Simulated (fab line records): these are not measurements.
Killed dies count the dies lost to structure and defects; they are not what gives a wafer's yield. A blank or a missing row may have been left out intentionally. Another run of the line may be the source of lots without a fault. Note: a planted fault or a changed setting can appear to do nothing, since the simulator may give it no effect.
The tool behind it: which one?	flow gf180mcu	Sampling: 13 lots, 39 wafers, 4 of 602 route steps

WHAT THE GAUGES SHOWED, per wafer
GF_MVSD_OVL_MEAS_07. Usual: MVSD_OVL typically reads 1.0 nm, with standard deviation 1.3.
lot	measured	on	MVSD_OVL (nm)	flag
L916	day 4 10:59	overlay-02	0.1 -1.9 -0.4	
L919	day 5 03:47	overlay-02	-0.6 0.3 0.9	
L921	day 5 15:03	overlay-02	3.5 0.8 1.9	
L922	day 5 20:44	overlay-02	0.2 -1.1 2.0	
L923	day 6 02:32	overlay-02	1.6 0.9 0.3	
L924	day 6 10:12	overlay-01	1.0 0.4 0.5	
L926	day 6 20:20	overlay-02	0.9 3.9 0.6	
L928	day 7 09:23	overlay-01	1.1 2.3 1.0	
L930	day 7 19:20	overlay-02	2.9 1.7 1.7	
L931	day 8 02:40	overlay-01	1.2 2.0 2.0	
L934	day 8 19:29	overlay-02	-0.9 -0.7 -1.0	
L938	day 9 16:54	overlay-01	0.2 -1.0 0.0	
L939	day 9 23:20	overlay-02	3.0 2.6 1.9	

GF_HV_LDD_TW_MEAS_38. Usual: HV_LDD_3_TW typically reads 1435, with standard deviation 6.9.
lot	measured	on	HV_LDD_3_TW	flag
L916	day 11 14:10	film-metro-01	1443 1442 1442	
L919	day 12 09:59	film-metro-03	1446 1444 1447	
L921	day 13 02:44	film-metro-02	1419 1426 1423	
L922	day 13 12:10	film-metro-03	1374 1369 1369	OFF
L923	day 13 17:53	film-metro-01	1365 1372 1369	OFF
L924	day 14 03:22	film-metro-03	1429 1439 1437	
L926	day 14 20:07	film-metro-01	1371 1374 1381	OFF
L928	day 15 14:40	film-metro-03	1444 1448 1438	
L930	day 16 03:20	film-metro-03	1431 1429 1431	
L931	day 16 14:29	film-metro-03	1432 1436 1429	
L934	day 17 09:07	film-metro-03	1441 1437 1437	
L938	day 18 16:34	film-metro-01	1437 1431 1433	
L939	day 18 22:35	film-metro-03	1432 1441 1431	

GF_HV_LDD_RS_MEAS_53: the measuring method here is four-point-probe. Usual: HV_LDD_RS typically reads 418.8 ohm/sq, with standard deviation 0.92.
lot	measured	on	HV_LDD_RS (ohm/sq)	flag
L916	day 12 10:05	film-metro-02	420.2 420.0 419.8	
L919	day 13 05:31	film-metro-03	418.3 418.5 418.3	
L921	day 13 22:42	film-metro-01	418.7 419.3 418.8	
L922	day 14 09:05	film-metro-01	429.3 429.5 429.3	OFF
L923	day 14 14:50	film-metro-03	430.7 428.9 428.7	OFF
L924	day 15 00:49	film-metro-03	420.3 419.9 419.9	
L926	day 15 17:20	film-metro-03	431.8 431.2 431.3	OFF
L928	day 16 12:58	film-metro-03	419.0 417.7 418.1	
L930	day 17 01:43	film-metro-01	417.2 416.8 417.3	
L931	day 17 14:11	film-metro-03	419.1 418.3 419.3	
L934	day 18 09:16	film-metro-01	417.9 417.3 418.2	
L938	day 19 17:29	film-metro-01	419.3 418.5 418.8	
L939	day 19 23:27	film-metro-02	418.7 418.9 418.6	

EACH LOT AND THE TOOL THAT RAN IT (in order: tool; ch and the chambers of the sampled wafers; start)
lot	GF_HV_LDD_IMPLANT_34
L916	implanter-01 ch 0, day 11 13:37
L919	implanter-01 ch 0, day 12 09:26
L921	implanter-01 ch 0, day 13 02:13
L922	implanter-01 ch 0, day 13 11:28
L923	implanter-01 ch 0, day 13 17:20
L924	implanter-03 ch 0, day 14 02:50
L926	implanter-01 ch 0, day 14 19:35
L928	implanter-03 ch 0, day 15 14:07
L930	implanter-03 ch 0, day 16 02:47
L931	implanter-02 ch 0, day 16 13:56
L934	implanter-01 ch 0, day 17 08:34
L938	implanter-01 ch 0, day 18 16:02
L939	implanter-01 ch 0, day 18 22:05
- GF_HV_LDD_IMPLANT_34

AS READ BY THE TOOLS THEMSELVES (means over the sampled wafers that have a number; for cases with no such wafer, the mark the record gives instead)
GF_HV_LDD_IMPLANT_34. Usual: beam-on-s 9.98 s, standard deviation 0.21; dose-ions-cm2 7.499e+12, standard deviation 7.2e+09; faraday-current-uA 42.4, standard deviation 0.88; rotation-deg 90.00 degrees, standard deviation 0.033.
lot	tool	beam-on-s (s)	dose-ions-cm2	faraday-current-uA	rotation-deg (degrees)	flag
L916	implanter-01	9.88	7.503e+12	42.9	89.99	
L919	implanter-01	10.04	7.496e+12	42.0	90.01	
L921	implanter-01	9.90	7.500e+12	42.8	90.02	
L922	implanter-01	9.88	3.372e+12	19.3	89.98	OFF
L923	implanter-01	9.82	3.383e+12	19.4	89.99	OFF
L924	implanter-03	9.95	7.492e+12	42.5	90.03	
L926	implanter-01	9.93	3.376e+12	19.2	89.98	OFF
L928	implanter-03	9.84	7.508e+12	43.1	90.00	
L930	implanter-03	9.99	7.502e+12	42.4	90.00	
L931	implanter-02	10.00	7.499e+12	42.1	89.98	
L934	implanter-01	9.85	7.498e+12	43.0	90.04	
L938	implanter-01	10.09	7.501e+12	41.8	89.98	
L939	implanter-01	9.93	7.496e+12	42.5	90.02	

THE ANSWER, worked out from the rows above alone
Rule: take the mean of a lot's wafers that have a number; if it is more than 3 standard deviations from the usual mean, the lot is off. A lot without any number at a reading at which 4 lots or more have one is off too. The other lots that the step has rows for count as sound. After the gauges, taken in route order, come the tools' own readings; for these a lot's mean is taken, as printed above. The first step at which some lot is off is used, and at that step the reading that is off furthest; a lot without a number counts as furthest.
Off: L922, L923, L926, at GF_HV_LDD_TW_MEAS_38 (HV_LDD_3_TW).
If a tool, at a process step before that reading, ran all the lots that are off and no sound lot after the first of them, it fits. The gauges at GF_HV_LDD_TW_MEAS_38 aren't tried: what is off there is off at GF_HV_LDD_IMPLANT_34 too, on other tools, and a gauge's error can't cause that. Of those tried, none fits.

WHAT THE SIMULATOR HAD INSERTED
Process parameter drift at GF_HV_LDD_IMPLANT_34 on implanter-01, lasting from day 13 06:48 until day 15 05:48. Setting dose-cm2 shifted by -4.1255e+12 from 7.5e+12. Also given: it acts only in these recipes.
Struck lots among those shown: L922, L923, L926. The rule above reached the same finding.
